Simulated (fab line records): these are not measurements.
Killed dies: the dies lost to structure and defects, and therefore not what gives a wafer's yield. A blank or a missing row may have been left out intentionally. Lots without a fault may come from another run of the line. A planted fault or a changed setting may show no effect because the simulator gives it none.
What tool caused it?    flow sky130    6 lots, 18 wafers sampled, at 4 steps of a route of 708

WHAT THE GAUGES SHOWED, per wafer
SKY_CAP2M_OVL_MEAS_12.
lot   measured      on          CAP2M_OVL (nm)
L285  day 41 03:17  overlay-02  -2.3 -2.6 -2.0
L294  day 43 17:57  overlay-02  -4.1 -3.2 -3.4
L296  day 44 08:03  overlay-02  -1.3 -0.1 0.0
L301  day 45 16:42  overlay-02  -2.4 -4.2 -1.5
L304  day 46 08:09  overlay-02  -2.5 -1.6 0.5
L306  day 47 04:56  overlay-01  3.3 1.1 2.6

WHAT TOOL EACH LOT RAN ON (gives the tool, then ch and the chambers of the sampled wafers, and finally the start)
lot   SKY_GATE_OXIDE_OXIDATION_16    SKY_VIA3_CMP_02                SKY_METAL4_SPUTTER_04
L285  furnace-02 ch 0, day 14 09:52  cmp-01 ch 0,2, day 39 00:36    pvd-sputter-04, day 40 02:41
L294  furnace-01 ch 0, day 17 08:09  cmp-01 ch 0,1,3, day 41 17:22  pvd-sputter-02, day 42 19:04
L296  furnace-01 ch 0, day 18 04:15  cmp-01 ch 0,1,2, day 42 08:40  pvd-sputter-02, day 43 09:40
L301  furnace-02 ch 0, day 20 00:03  cmp-02 ch 1,2,3, day 43 19:18  pvd-sputter-03, day 44 19:51
L304  furnace-02 ch 0, day 20 23:20  cmp-02 ch 1,2,3, day 44 11:32  pvd-sputter-03, day 45 11:03
L306  furnace-02 ch 0, day 22 06:08  cmp-01 ch 0,1,3, day 45 09:25  pvd-sputter-04, day 46 08:46
- SKY_GATE_OXIDE_OXIDATION_16: stabilise 600 s, purge 300 s, target thk 3.57 nm.
- SKY_VIA3_CMP_02: polishes SiO2.
- SKY_METAL4_SPUTTER_04: material TiN, target thk 70 nm, time 58.3 s.

THE ANSWER, worked out from the rows above alone
Rule: the lots themselves supply what counts as usual. The widest of any qualifying gaps counts: lots, ordered by their means at a reading, are off when they make up no more than a third of the lots, leave a main group of 4 or more, and stand apart from it by 3 or more times the standard deviation of that group's means. A main group is skipped when, at the precision printed for the reading in the tables above, its means are all equal. Also off: a lot with no number at a reading for which 4 or more lots have one. Any other lot the step has rows for is counted as sound.
Nothing can be told from this: no lot is off at any reading shown.

WHAT THE SIMULATOR HAD PUT IN
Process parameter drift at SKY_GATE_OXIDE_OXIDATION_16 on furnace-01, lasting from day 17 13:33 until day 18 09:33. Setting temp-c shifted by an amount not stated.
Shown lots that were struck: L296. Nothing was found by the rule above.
